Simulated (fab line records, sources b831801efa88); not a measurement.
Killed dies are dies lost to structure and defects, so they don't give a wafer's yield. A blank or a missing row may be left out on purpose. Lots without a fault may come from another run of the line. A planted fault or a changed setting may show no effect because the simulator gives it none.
Which tool did it? | flow gf180mcu | 6 lots, 18 wafers sampled, at 1 step of a route of 602

WHAT THE GAUGES READ, wafer by wafer
GF_V1_CD_MEAS_14: target cd 260 nm.
lot  | measured     | on        | cd_nm (nm)
L962 | day 19 01:56 | cd_sem-01 | 259.3 259.4 260.3
L964 | day 20 00:13 | cd_sem-02 | 260.4 259.8 260.0
L968 | day 21 02:26 | cd_sem-01 | 258.9 259.6 258.3
L971 | day 22 09:41 | cd_sem-02 | 261.0 261.3 261.3
L974 | day 23 08:19 | cd_sem-01 | 259.6 259.1 258.9
L982 | day 25 20:05 | cd_sem-02 | 260.7 260.7 260.6

WHICH TOOL RAN EACH LOT (tool, then ch and the chambers of the sampled wafers, then the start)
The record holds no process step before these readings.

THE ANSWER, worked out from the rows above alone
Rule: what is usual is taken from the lots themselves. Put in order of their means at a reading, lots are off if they are a third of the lots or fewer, leave a main group of 4 or more, and stand apart from it by a gap of 3 or more times the standard deviation of the main group's means; of several such gaps the widest counts. A main group whose means are all the same, to the digits that the tables above print for the reading, isn't used. A lot without any number at a reading at which 4 lots or more have one is off too. The other lots that the step has rows for count as sound.
No lot is off at any reading shown: from this, nothing can be told.

WHAT THE SIMULATOR HAD PUT IN
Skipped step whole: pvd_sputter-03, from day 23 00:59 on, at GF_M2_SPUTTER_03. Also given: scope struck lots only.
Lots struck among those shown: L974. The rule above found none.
